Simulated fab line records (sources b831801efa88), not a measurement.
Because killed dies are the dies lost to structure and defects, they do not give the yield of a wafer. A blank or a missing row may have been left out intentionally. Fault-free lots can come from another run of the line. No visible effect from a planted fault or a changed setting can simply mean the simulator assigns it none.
fab line records :: flow gf180mcu
record
  lots=7
  wafers=21
  last-day=34
route steps=602 shown PSD@260 NSD@262 SAB@264
lots untouched by any fault: they come from a run of this same line in which no faults occurred
start-h: start of the lot's first displayed wafer, in hours after the record's first day :: wait-h: hours from the lot's prior step to this one :: " as in the row above :: L1.1+2: one row covering several wafers at once :: - value missing, or start not given :: * or withheld: withheld :: < > ~ a bound
route shown NAME@n: NAME is a module with steps in the file, n the number in the route of the first one :: usual: average and standard deviation across the fault-free wafers :: same: alike in all rows :: chamber/n: place in a boat :: sites: the reading at each site :: _std_site: their standard deviation :: _edge_site: outer sites' mean less inner sites' :: radius-mm: how far each site lies from the wafer's centre :: mask NAME#n: copy n :: behind: the last tool/chamber to shape the wafer :: hold: why the lot was held/for how many hours/how that ended :: device: names the non-switching transistor (n, p or np) :: end of line: the same wafers' tests at the end of the route :: step lacking rows: just its recipe :: killed: at the first sort, the dies lost to defects and structure; wafer yield is something else :: map: shows each die of a wafer: x if killed, . if not, _ if none is there
set.NAME: the setting that was run; set.NAME@STEP: the one run at that earlier step :: model.NAME: the simulator's own value behind a step, which no gauge read
certain route steps with their lots: each step a table, each wafer a row
services: when a tool's chamber went out of use (start-h, in hours from the record's first day, below 0 if earlier), for how many hours, and the reason
## steps
# step GF_PSD_CLEAN_12
# recipe
  chemistry=SC1/SC2
  mix=1:4:20
  temp-c=70
  time-s=150
  dry=n2-spin
# step GF_PSD_RTA_13
# recipe
  temp-c=1025
  time-s=20
  ambient=N2
# usual
  lamp-power-pct=35.8/1.6
  wafer_temp_C_max=1029.3/0.88
lot.wafer: L373.2
tool: rtp-anneal-02
chamber: 0
start-h: 370.56
wait-h: 0.0
lamp-power-pct: 37.9
wafer_temp_C_max: 1029.9

lot.wafer: L373.3
tool: rtp-anneal-02
chamber: 0
start-h: 370.56
wait-h: 0.0
lamp-power-pct: 37.8
wafer_temp_C_max: 1031.4

lot.wafer: L373.4
tool: rtp-anneal-02
chamber: 0
start-h: 370.56
wait-h: 0.0
lamp-power-pct: 37.9
wafer_temp_C_max: 1028.7

lot.wafer: L376.1
tool: rtp-anneal-01
chamber: 0
start-h: 399.19
wait-h: 0.0
lamp-power-pct: 34.6
wafer_temp_C_max: 1027.5

lot.wafer: L376.3
tool: rtp-anneal-01
chamber: 0
start-h: 399.19
wait-h: 0.0
lamp-power-pct: 34.5
wafer_temp_C_max: 1027.5

lot.wafer: L376.4
tool: rtp-anneal-01
chamber: 0
start-h: 399.19
wait-h: 0.0
lamp-power-pct: 34.7
wafer_temp_C_max: 1026.9

lot.wafer: L381.2
tool: rtp-anneal-01
chamber: 0
start-h: 440.50
wait-h: 0.0
lamp-power-pct: 34.6
wafer_temp_C_max: 1029.2

lot.wafer: L381.3
tool: rtp-anneal-01
chamber: 0
start-h: 440.50
wait-h: 0.0
lamp-power-pct: 34.6
wafer_temp_C_max: 1028.6

lot.wafer: L381.5
tool: rtp-anneal-01
chamber: 0
start-h: 440.50
wait-h: 0.0
lamp-power-pct: 34.6
wafer_temp_C_max: 1029.6

lot.wafer: L382.2
tool: rtp-anneal-01
chamber: 0
start-h: 446.76
wait-h: 0.0
lamp-power-pct: 34.6
wafer_temp_C_max: 1028.6

lot.wafer: L382.3
tool: rtp-anneal-01
chamber: 0
start-h: 446.76
wait-h: 0.0
lamp-power-pct: 34.6
wafer_temp_C_max: 1029.5

lot.wafer: L382.5
tool: rtp-anneal-01
chamber: 0
start-h: 446.76
wait-h: 0.0
lamp-power-pct: 34.5
wafer_temp_C_max: 1028.9

lot.wafer: L383.1
tool: rtp-anneal-02
chamber: 0
start-h: 463.00
wait-h: 0.0
lamp-power-pct: 38.0
wafer_temp_C_max: 1028.9

lot.wafer: L383.2
tool: rtp-anneal-02
chamber: 0
start-h: 463.00
wait-h: 0.0
lamp-power-pct: 37.9
wafer_temp_C_max: 1030.7

lot.wafer: L383.3
tool: rtp-anneal-02
chamber: 0
start-h: 463.00
wait-h: 0.0
lamp-power-pct: 37.9
wafer_temp_C_max: 1029.9

lot.wafer: L389.1
tool: rtp-anneal-01
chamber: 0
start-h: 503.49
wait-h: 0.0
lamp-power-pct: 34.6
wafer_temp_C_max: 1027.9

lot.wafer: L389.4
tool: rtp-anneal-01
chamber: 0
start-h: 503.49
wait-h: 0.0
lamp-power-pct: 34.6
wafer_temp_C_max: 1029.0

lot.wafer: L389.6
tool: rtp-anneal-01
chamber: 0
start-h: 503.49
wait-h: 0.0
lamp-power-pct: 34.6
wafer_temp_C_max: 1028.8

lot.wafer: L390.2
tool: rtp-anneal-01
chamber: 0
start-h: 510.05
wait-h: 0.0
lamp-power-pct: 34.5
wafer_temp_C_max: 1029.3

lot.wafer: L390.3
tool: rtp-anneal-01
chamber: 0
start-h: 510.05
wait-h: 0.0
lamp-power-pct: 34.7
wafer_temp_C_max: 1029.8

lot.wafer: L390.4
tool: rtp-anneal-01
chamber: 0
start-h: 510.05
wait-h: 0.0
lamp-power-pct: 34.7
wafer_temp_C_max: 1028.3
# step GF_PSD_RS_MEAS_14
# recipe
  thk-meas-gauge=four-point-probe
# usual
  NSD_RS=46.61/0.093
lot.wafer: L373.2
tool: film-metro-01
chamber: -
start-h: 370.65
wait-h: 0.1
NSD_RS[ohm/sq]: 46.67

lot.wafer: L373.3
tool: film-metro-01
chamber: -
start-h: 370.65
wait-h: 0.1
NSD_RS[ohm/sq]: 46.65

lot.wafer: L373.4
tool: film-metro-01
chamber: -
start-h: 370.65
wait-h: 0.1
NSD_RS[ohm/sq]: 46.61

lot.wafer: L376.1
tool: film-metro-02
chamber: -
start-h: 399.28
wait-h: 0.1
NSD_RS[ohm/sq]: 46.67

lot.wafer: L376.3
tool: film-metro-02
chamber: -
start-h: 399.28
wait-h: 0.1
NSD_RS[ohm/sq]: 46.68

lot.wafer: L376.4
tool: film-metro-02
chamber: -
start-h: 399.28
wait-h: 0.1
NSD_RS[ohm/sq]: 46.75

lot.wafer: L381.2
tool: film-metro-04
chamber: -
start-h: 440.59
wait-h: 0.1
NSD_RS[ohm/sq]: 46.46

lot.wafer: L381.3
tool: film-metro-04
chamber: -
start-h: 440.59
wait-h: 0.1
NSD_RS[ohm/sq]: 46.47

lot.wafer: L381.5
tool: film-metro-04
chamber: -
start-h: 440.59
wait-h: 0.1
NSD_RS[ohm/sq]: 46.60

lot.wafer: L382.2
tool: film-metro-02
chamber: -
start-h: 446.85
wait-h: 0.1
NSD_RS[ohm/sq]: 46.62

lot.wafer: L382.3
tool: film-metro-02
chamber: -
start-h: 446.85
wait-h: 0.1
NSD_RS[ohm/sq]: 46.59

lot.wafer: L382.5
tool: film-metro-02
chamber: -
start-h: 446.85
wait-h: 0.1
NSD_RS[ohm/sq]: 46.51

lot.wafer: L383.1
tool: film-metro-01
chamber: -
start-h: 463.08
wait-h: 0.1
NSD_RS[ohm/sq]: 46.50

lot.wafer: L383.2
tool: film-metro-01
chamber: -
start-h: 463.08
wait-h: 0.1
NSD_RS[ohm/sq]: 46.52

lot.wafer: L383.3
tool: film-metro-01
chamber: -
start-h: 463.08
wait-h: 0.1
NSD_RS[ohm/sq]: 46.61

lot.wafer: L389.1
tool: film-metro-04
chamber: -
start-h: 503.57
wait-h: 0.1
NSD_RS[ohm/sq]: 46.59

lot.wafer: L389.4
tool: film-metro-04
chamber: -
start-h: 503.57
wait-h: 0.1
NSD_RS[ohm/sq]: 46.53

lot.wafer: L389.6
tool: film-metro-04
chamber: -
start-h: 503.57
wait-h: 0.1
NSD_RS[ohm/sq]: 46.52

lot.wafer: L390.2
tool: film-metro-01
chamber: -
start-h: 510.14
wait-h: 0.1
NSD_RS[ohm/sq]: 46.52

lot.wafer: L390.3
tool: film-metro-01
chamber: -
start-h: 510.14
wait-h: 0.1
NSD_RS[ohm/sq]: 46.52

lot.wafer: L390.4
tool: film-metro-01
chamber: -
start-h: 510.14
wait-h: 0.1
NSD_RS[ohm/sq]: 46.54
# step GF_PSD_RS_MEAS_15
# recipe
  thk-meas-gauge=four-point-probe
# usual
  PSD_RS=108.52/0.25
lot.wafer: L373.2
tool: film-metro-01
chamber: -
start-h: 370.77
wait-h: 0.1
PSD_RS[ohm/sq]: 108.76

lot.wafer: L373.3
tool: film-metro-01
chamber: -
start-h: 370.77
wait-h: 0.1
PSD_RS[ohm/sq]: 108.84

lot.wafer: L373.4
tool: film-metro-01
chamber: -
start-h: 370.77
wait-h: 0.1
PSD_RS[ohm/sq]: 108.69

lot.wafer: L376.1
tool: film-metro-02
chamber: -
start-h: 399.40
wait-h: 0.1
PSD_RS[ohm/sq]: 108.91

lot.wafer: L376.3
tool: film-metro-02
chamber: -
start-h: 399.40
wait-h: 0.1
PSD_RS[ohm/sq]: 108.57

lot.wafer: L376.4
tool: film-metro-02
chamber: -
start-h: 399.40
wait-h: 0.1
PSD_RS[ohm/sq]: 108.65

lot.wafer: L381.2
tool: film-metro-04
chamber: -
start-h: 440.71
wait-h: 0.1
PSD_RS[ohm/sq]: 107.95

lot.wafer: L381.3
tool: film-metro-04
chamber: -
start-h: 440.71
wait-h: 0.1
PSD_RS[ohm/sq]: 107.86

lot.wafer: L381.5
tool: film-metro-04
chamber: -
start-h: 440.71
wait-h: 0.1
PSD_RS[ohm/sq]: 108.61

lot.wafer: L382.2
tool: film-metro-02
chamber: -
start-h: 446.97
wait-h: 0.1
PSD_RS[ohm/sq]: 108.32

lot.wafer: L382.3
tool: film-metro-02
chamber: -
start-h: 446.97
wait-h: 0.1
PSD_RS[ohm/sq]: 108.56

lot.wafer: L382.5
tool: film-metro-02
chamber: -
start-h: 446.97
wait-h: 0.1
PSD_RS[ohm/sq]: 108.23

lot.wafer: L383.1
tool: film-metro-01
chamber: -
start-h: 463.20
wait-h: 0.1
PSD_RS[ohm/sq]: 108.43

lot.wafer: L383.2
tool: film-metro-01
chamber: -
start-h: 463.20
wait-h: 0.1
PSD_RS[ohm/sq]: 108.41

lot.wafer: L383.3
tool: film-metro-01
chamber: -
start-h: 463.20
wait-h: 0.1
PSD_RS[ohm/sq]: 108.74

lot.wafer: L389.1
tool: film-metro-04
chamber: -
start-h: 503.69
wait-h: 0.1
PSD_RS[ohm/sq]: 108.58

lot.wafer: L389.4
tool: film-metro-04
chamber: -
start-h: 503.69
wait-h: 0.1
PSD_RS[ohm/sq]: 108.26

lot.wafer: L389.6
tool: film-metro-04
chamber: -
start-h: 503.69
wait-h: 0.1
PSD_RS[ohm/sq]: 108.55

lot.wafer: L390.2
tool: film-metro-01
chamber: -
start-h: 510.26
wait-h: 0.1
PSD_RS[ohm/sq]: 108.33

lot.wafer: L390.3
tool: film-metro-01
chamber: -
start-h: 510.26
wait-h: 0.1
PSD_RS[ohm/sq]: 108.74

lot.wafer: L390.4
tool: film-metro-01
chamber: -
start-h: 510.26
wait-h: 0.1
PSD_RS[ohm/sq]: 108.24
# step GF_SAB_CVD_00
# recipe
  material=SiO2
  target-thk-nm=50
  precursor=TEOS
  temp-c=400
  time-s=4.9302
  rf-w=600
# usual
  heater-power-w=702/110
  susceptor-temp-C=400.03/0.21
lot.wafer: L373.2
tool: pecvd-01
chamber: 0
start-h: 370.87
wait-h: 0.1
heater-power-w: 724
since-wet-clean-h: 404
susceptor-temp-C: 400.04

lot.wafer: L373.3
tool: pecvd-01
chamber: 2
start-h: 370.87
wait-h: 0.1
heater-power-w: 827
since-wet-clean-h: 404
susceptor-temp-C: 400.13

lot.wafer: L373.4
tool: pecvd-01
chamber: 1
start-h: 370.87
wait-h: 0.1
heater-power-w: 544
since-wet-clean-h: -
susceptor-temp-C: 399.80

lot.wafer: L376.1
tool: pecvd-04
chamber: 2
start-h: 399.52
wait-h: 0.1
heater-power-w: 673
since-wet-clean-h: 17
susceptor-temp-C: 400.03

lot.wafer: L376.3
tool: pecvd-04
chamber: 1
start-h: 399.52
wait-h: 0.1
heater-power-w: 674
since-wet-clean-h: 17
susceptor-temp-C: 399.91

lot.wafer: L376.4
tool: pecvd-04
chamber: 1
start-h: 399.52
wait-h: 0.1
heater-power-w: 674
since-wet-clean-h: -
susceptor-temp-C: 400.10

lot.wafer: L381.2
tool: pecvd-03
chamber: 0
start-h: 440.81
wait-h: 0.1
heater-power-w: 866
since-wet-clean-h: 683
susceptor-temp-C: 399.92

lot.wafer: L381.3
tool: pecvd-03
chamber: 1
start-h: 440.81
wait-h: 0.1
heater-power-w: 844
since-wet-clean-h: 683
susceptor-temp-C: 400.22

lot.wafer: L381.5
tool: pecvd-03
chamber: 0
start-h: 440.81
wait-h: 0.1
heater-power-w: 871
since-wet-clean-h: -
susceptor-temp-C: 399.88

lot.wafer: L382.2
tool: pecvd-04
chamber: 2
start-h: 447.07
wait-h: 0.1
heater-power-w: 540
since-wet-clean-h: 64
susceptor-temp-C: 399.93

lot.wafer: L382.3
tool: pecvd-04
chamber: 0
start-h: 447.07
wait-h: 0.1
heater-power-w: 628
since-wet-clean-h: 64
susceptor-temp-C: 400.02

lot.wafer: L382.5
tool: pecvd-04
chamber: 0
start-h: 447.07
wait-h: 0.1
heater-power-w: 642
since-wet-clean-h: -
susceptor-temp-C: 399.99

lot.wafer: L383.1
tool: pecvd-01
chamber: 2
start-h: 463.32
wait-h: 0.1
heater-power-w: 819
since-wet-clean-h: 497
susceptor-temp-C: 400.00

lot.wafer: L383.2
tool: pecvd-01
chamber: 0
start-h: 463.32
wait-h: 0.1
heater-power-w: 668
since-wet-clean-h: 497
susceptor-temp-C: 400.10

lot.wafer: L383.3
tool: pecvd-01
chamber: 0
start-h: 463.32
wait-h: 0.1
heater-power-w: 667
since-wet-clean-h: -
susceptor-temp-C: 400.01

lot.wafer: L389.1
tool: pecvd-03
chamber: 2
start-h: 503.81
wait-h: 0.1
heater-power-w: 688
since-wet-clean-h: 746
susceptor-temp-C: 399.76

lot.wafer: L389.4
tool: pecvd-03
chamber: 1
start-h: 503.81
wait-h: 0.1
heater-power-w: 778
since-wet-clean-h: -
susceptor-temp-C: 400.30

lot.wafer: L389.6
tool: pecvd-03
chamber: 0
start-h: 503.81
wait-h: 0.1
heater-power-w: 856
since-wet-clean-h: -
susceptor-temp-C: 400.16

lot.wafer: L390.2
tool: pecvd-04
chamber: 2
start-h: 510.36
wait-h: 0.1
heater-power-w: 592
since-wet-clean-h: 127
susceptor-temp-C: 400.10

lot.wafer: L390.3
tool: pecvd-04
chamber: 1
start-h: 510.36
wait-h: 0.1
heater-power-w: 561
since-wet-clean-h: 127
susceptor-temp-C: 400.05

lot.wafer: L390.4
tool: pecvd-04
chamber: 0
start-h: 510.36
wait-h: 0.1
heater-power-w: 663
since-wet-clean-h: -
susceptor-temp-C: 400.04
# step GF_SAB_THK_MEAS_01
# recipe
  reads=SiO2_of_SAB_CVD_00
# usual
  SAB_CVD_00_THK=50.0/0.66
lot.wafer: L373.2
tool: film-metro-03
chamber: -
start-h: 370.90
wait-h: 0.0
SAB_CVD_00_THK[nm]: 49.8

lot.wafer: L373.3
tool: film-metro-03
chamber: -
start-h: 370.90
wait-h: 0.0
SAB_CVD_00_THK[nm]: 49.5

lot.wafer: L373.4
tool: film-metro-03
chamber: -
start-h: 370.90
wait-h: 0.0
SAB_CVD_00_THK[nm]: 50.9

lot.wafer: L376.1
tool: film-metro-03
chamber: -
start-h: 399.54
wait-h: 0.0
SAB_CVD_00_THK[nm]: 50.2

lot.wafer: L376.3
tool: film-metro-03
chamber: -
start-h: 399.54
wait-h: 0.0
SAB_CVD_00_THK[nm]: 49.6

lot.wafer: L376.4
tool: film-metro-03
chamber: -
start-h: 399.54
wait-h: 0.0
SAB_CVD_00_THK[nm]: 50.8

lot.wafer: L381.2
tool: film-metro-01
chamber: -
start-h: 440.84
wait-h: 0.0
SAB_CVD_00_THK[nm]: 48.9

lot.wafer: L381.3
tool: film-metro-01
chamber: -
start-h: 440.84
wait-h: 0.0
SAB_CVD_00_THK[nm]: 49.2

lot.wafer: L381.5
tool: film-metro-01
chamber: -
start-h: 440.84
wait-h: 0.0
SAB_CVD_00_THK[nm]: 50.7

lot.wafer: L382.2
tool: film-metro-03
chamber: -
start-h: 447.10
wait-h: 0.0
SAB_CVD_00_THK[nm]: 49.5

lot.wafer: L382.3
tool: film-metro-03
chamber: -
start-h: 447.10
wait-h: 0.0
SAB_CVD_00_THK[nm]: 49.2

lot.wafer: L382.5
tool: film-metro-03
chamber: -
start-h: 447.10
wait-h: 0.0
SAB_CVD_00_THK[nm]: 50.4

lot.wafer: L383.1
tool: film-metro-04
chamber: -
start-h: 463.35
wait-h: 0.0
SAB_CVD_00_THK[nm]: 49.7

lot.wafer: L383.2
tool: film-metro-04
chamber: -
start-h: 463.35
wait-h: 0.0
SAB_CVD_00_THK[nm]: 49.6

lot.wafer: L383.3
tool: film-metro-04
chamber: -
start-h: 463.35
wait-h: 0.0
SAB_CVD_00_THK[nm]: 50.8

lot.wafer: L389.1
tool: film-metro-01
chamber: -
start-h: 503.83
wait-h: 0.0
SAB_CVD_00_THK[nm]: 48.9

lot.wafer: L389.4
tool: film-metro-01
chamber: -
start-h: 503.83
wait-h: 0.0
SAB_CVD_00_THK[nm]: 49.8

lot.wafer: L389.6
tool: film-metro-01
chamber: -
start-h: 503.83
wait-h: 0.0
SAB_CVD_00_THK[nm]: 50.2

lot.wafer: L390.2
tool: film-metro-04
chamber: -
start-h: 510.39
wait-h: 0.0
SAB_CVD_00_THK[nm]: 49.2

lot.wafer: L390.3
tool: film-metro-04
chamber: -
start-h: 510.39
wait-h: 0.0
SAB_CVD_00_THK[nm]: 49.4

lot.wafer: L390.4
tool: film-metro-04
chamber: -
start-h: 510.39
wait-h: 0.0
SAB_CVD_00_THK[nm]: 50.6
# step GF_SAB_DEHYDRATE_02
# recipe
  temp-c=200
  time-s=60
# step GF_SAB_HMDS_03
# recipe
  prime-time-s=60
  prime-temp-c=120
# step GF_SAB_COAT_04
# recipe
  resist=NOVOLAK
  spin-rpm=3047
  resist-thk-nm=1000
# step GF_SAB_SOFTBAKE_05
# recipe
  temp-c=90
  time-s=60
  resist=NOVOLAK
# step GF_SAB_EXPOSE_06
# recipe
  mask-id=SAB
  target-cd-nm=420
  na=0.6
  source-shape=conventional
  sigma-outer=0.6
  dose-mj=140
# step GF_SAB_PEB_07
# recipe
  temp-c=withheld
  time-s=*
  resist=NOVOLAK
# step GF_SAB_DEVELOP_08
# recipe
  develop-time-s=60
  dev-temp-c=23
# usual
  chill-plate-temp-C=23.00/0.1
  develop-time-s=60/0
lot.wafer: L373.2
tool: litho-track-02
chamber: 0
start-h: 393.29
wait-h: 0.1
chill-plate-temp-C: 22.92
develop-time-s: 60

lot.wafer: L373.3
tool: litho-track-02
chamber: 0
start-h: 393.29
wait-h: 0.1
chill-plate-temp-C: 23.07
develop-time-s: 60

lot.wafer: L373.4
tool: litho-track-02
chamber: 0
start-h: 393.29
wait-h: 0.1
chill-plate-temp-C: 23.05
develop-time-s: 60

lot.wafer: L376.1
tool: litho-track-01
chamber: 0
start-h: 422.79
wait-h: 0.1
chill-plate-temp-C: 22.99
develop-time-s: 60

lot.wafer: L376.3
tool: litho-track-01
chamber: 0
start-h: 422.79
wait-h: 0.1
chill-plate-temp-C: 22.90
develop-time-s: 60

lot.wafer: L376.4
tool: litho-track-01
chamber: 0
start-h: 422.79
wait-h: 0.1
chill-plate-temp-C: 23.07
develop-time-s: 60

lot.wafer: L381.2
tool: litho-track-03
chamber: -
start-h: 464.45
wait-h: 0.1
chill-plate-temp-C: -
develop-time-s: -

lot.wafer: L381.3
tool: litho-track-03
chamber: -
start-h: 464.45
wait-h: 0.1
chill-plate-temp-C: -
develop-time-s: -

lot.wafer: L381.5
tool: litho-track-03
chamber: -
start-h: 464.45
wait-h: 0.1
chill-plate-temp-C: -
develop-time-s: -

lot.wafer: L382.2
tool: litho-track-01
chamber: -
start-h: 471.02
wait-h: 0.1
chill-plate-temp-C: -
develop-time-s: -

lot.wafer: L382.3
tool: litho-track-01
chamber: -
start-h: 471.02
wait-h: 0.1
chill-plate-temp-C: -
develop-time-s: -

lot.wafer: L382.5
tool: litho-track-01
chamber: -
start-h: 471.02
wait-h: 0.1
chill-plate-temp-C: -
develop-time-s: -

lot.wafer: L383.1
tool: litho-track-01
chamber: -
start-h: 487.24
wait-h: 0.1
chill-plate-temp-C: -
develop-time-s: -

lot.wafer: L383.2
tool: litho-track-01
chamber: -
start-h: 487.24
wait-h: 0.1
chill-plate-temp-C: -
develop-time-s: -

lot.wafer: L383.3
tool: litho-track-01
chamber: -
start-h: 487.24
wait-h: 0.1
chill-plate-temp-C: -
develop-time-s: -

lot.wafer: L389.1
tool: litho-track-03
chamber: 0
start-h: 526.77
wait-h: 0.1
chill-plate-temp-C: 23.11
develop-time-s: 60

lot.wafer: L389.4
tool: litho-track-03
chamber: 0
start-h: 526.77
wait-h: 0.1
chill-plate-temp-C: 22.96
develop-time-s: 60

lot.wafer: L389.6
tool: litho-track-03
chamber: 0
start-h: 526.77
wait-h: 0.1
chill-plate-temp-C: 22.91
develop-time-s: 60

lot.wafer: L390.2
tool: litho-track-02
chamber: 0
start-h: 532.89
wait-h: 0.1
chill-plate-temp-C: 23.02
develop-time-s: 60

lot.wafer: L390.3
tool: litho-track-02
chamber: 0
start-h: 532.89
wait-h: 0.1
chill-plate-temp-C: 22.91
develop-time-s: 60

lot.wafer: L390.4
tool: litho-track-02
chamber: 0
start-h: 532.89
wait-h: 0.1
chill-plate-temp-C: 22.88
develop-time-s: 60
# step GF_SAB_CD_MEAS_09
# recipe
  target-cd-nm=420
# usual
  cd-nm=418.9/2.1
lot.wafer: L373.2
tool: cd-sem-01
chamber: -
start-h: 393.44
wait-h: 0.1
cd-nm: 415.9

lot.wafer: L373.3
tool: cd-sem-01
chamber: -
start-h: 393.44
wait-h: 0.1
cd-nm: 417.4

lot.wafer: L373.4
tool: cd-sem-01
chamber: -
start-h: 393.44
wait-h: 0.1
cd-nm: 418.9

lot.wafer: L376.1
tool: cd-sem-02
chamber: -
start-h: 422.94
wait-h: 0.1
cd-nm: 418.5

lot.wafer: L376.3
tool: cd-sem-02
chamber: -
start-h: 422.94
wait-h: 0.1
cd-nm: 417.3

lot.wafer: L376.4
tool: cd-sem-02
chamber: -
start-h: 422.94
wait-h: 0.1
cd-nm: 416.3

lot.wafer: L381.2
tool: cd-sem-02
chamber: -
start-h: 464.59
wait-h: 0.1
cd-nm: -

lot.wafer: L381.3
tool: cd-sem-02
chamber: -
start-h: 464.59
wait-h: 0.1
cd-nm: -

lot.wafer: L381.5
tool: cd-sem-02
chamber: -
start-h: 464.59
wait-h: 0.1
cd-nm: -

lot.wafer: L382.2
tool: cd-sem-01
chamber: -
start-h: 471.16
wait-h: 0.1
cd-nm: -

lot.wafer: L382.3
tool: cd-sem-01
chamber: -
start-h: 471.16
wait-h: 0.1
cd-nm: -

lot.wafer: L382.5
tool: cd-sem-01
chamber: -
start-h: 471.16
wait-h: 0.1
cd-nm: -

lot.wafer: L383.1
tool: cd-sem-02
chamber: -
start-h: 487.39
wait-h: 0.1
cd-nm: -

lot.wafer: L383.2
tool: cd-sem-02
chamber: -
start-h: 487.39
wait-h: 0.1
cd-nm: -

lot.wafer: L383.3
tool: cd-sem-02
chamber: -
start-h: 487.39
wait-h: 0.1
cd-nm: -

lot.wafer: L389.1
tool: cd-sem-02
chamber: -
start-h: 526.92
wait-h: 0.1
cd-nm: 417.1

lot.wafer: L389.4
tool: cd-sem-02
chamber: -
start-h: 526.92
wait-h: 0.1
cd-nm: 416.2

lot.wafer: L389.6
tool: cd-sem-02
chamber: -
start-h: 526.92
wait-h: 0.1
cd-nm: 416.9

lot.wafer: L390.2
tool: cd-sem-02
chamber: -
start-h: 533.04
wait-h: 0.1
cd-nm: 423.7

lot.wafer: L390.3
tool: cd-sem-02
chamber: -
start-h: 533.04
wait-h: 0.1
cd-nm: 420.8

lot.wafer: L390.4
tool: cd-sem-02
chamber: -
start-h: 533.04
wait-h: 0.1
cd-nm: 422.6
## services
tool: pecvd-04
chamber: 0
start-h: 347.59
hours: 4.2
kind: repair

tool: pecvd-04
chamber: -
start-h: 368.88
hours: 14.0
kind: pm

tool: pecvd-04
chamber: 0
start-h: 368.88
hours: 14.0
kind: vent-cycle

tool: pecvd-04
chamber: 1
start-h: 368.88
hours: 14.0
kind: vent-cycle

tool: pecvd-04
chamber: 2
start-h: 368.88
hours: 14.0
kind: vent-cycle

tool: pecvd-04
chamber: 0
start-h: 382.88
hours: -
kind: clean

tool: pecvd-04
chamber: 1
start-h: 382.88
hours: -
kind: clean

tool: pecvd-04
chamber: 2
start-h: 382.88
hours: -
kind: clean

tool: pecvd-04
chamber: -
start-h: 399.05
hours: 0.3
kind: repair

tool: pecvd-01
chamber: -
start-h: 400.46
hours: 2.1
kind: repair

tool: pecvd-01
chamber: 1
start-h: 458.97
hours: 22.1
kind: repair

tool: pecvd-01
chamber: -
start-h: 482.12
hours: 4.3
kind: pm

tool: pecvd-04
chamber: -
start-h: 493.31
hours: 2.8
kind: pm

tool: pecvd-04
chamber: -
start-h: 496.75
hours: 1.3
kind: repair
## key
first-sign
  step=GF_SAB_DEVELOP_08
  reading=tool-record
  direction=missing
effect none on later readings
met-at GF_SAB_DEVELOP_08
struck-wafers L381.2,L381.3,L381.5,L382.2,L382.3,L382.5,L383.1,L383.2,L383.3
later-rows-left-out L381.2,L381.3,L381.5,L382.2,L382.3,L382.5,L383.1,L383.2,L383.3
sort-left-out L381.2,L381.3,L381.5,L382.2,L382.3,L382.5,L383.1,L383.2,L383.3
tester-left-out L381,L382,L383
onset-between 422.79 464.45
fault
  kind=skipped-step-whole
  tool=litho-track-01,litho-track-03
  chamber=-
  onset-h=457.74
  steps=GF_SAB_DEVELOP_08
  scope=struck-lots-only
# tester-left-out: of these lots the tester's yield and bins aren't shown, on N5 and GAA mostly nor the transistor test; their killed dies are dies lost to structure and defects alone, not to doping, threshold or leakage, so they don't give the yield
# sort-left-out: the simulated sort isn't trusted on such a fault, so these wafers' sort isn't shown, and their yield isn't known
# later-rows-left-out: the simulator's readings of these wafers behind a module that went badly wrong aren't trusted and aren't shown, but for the sort
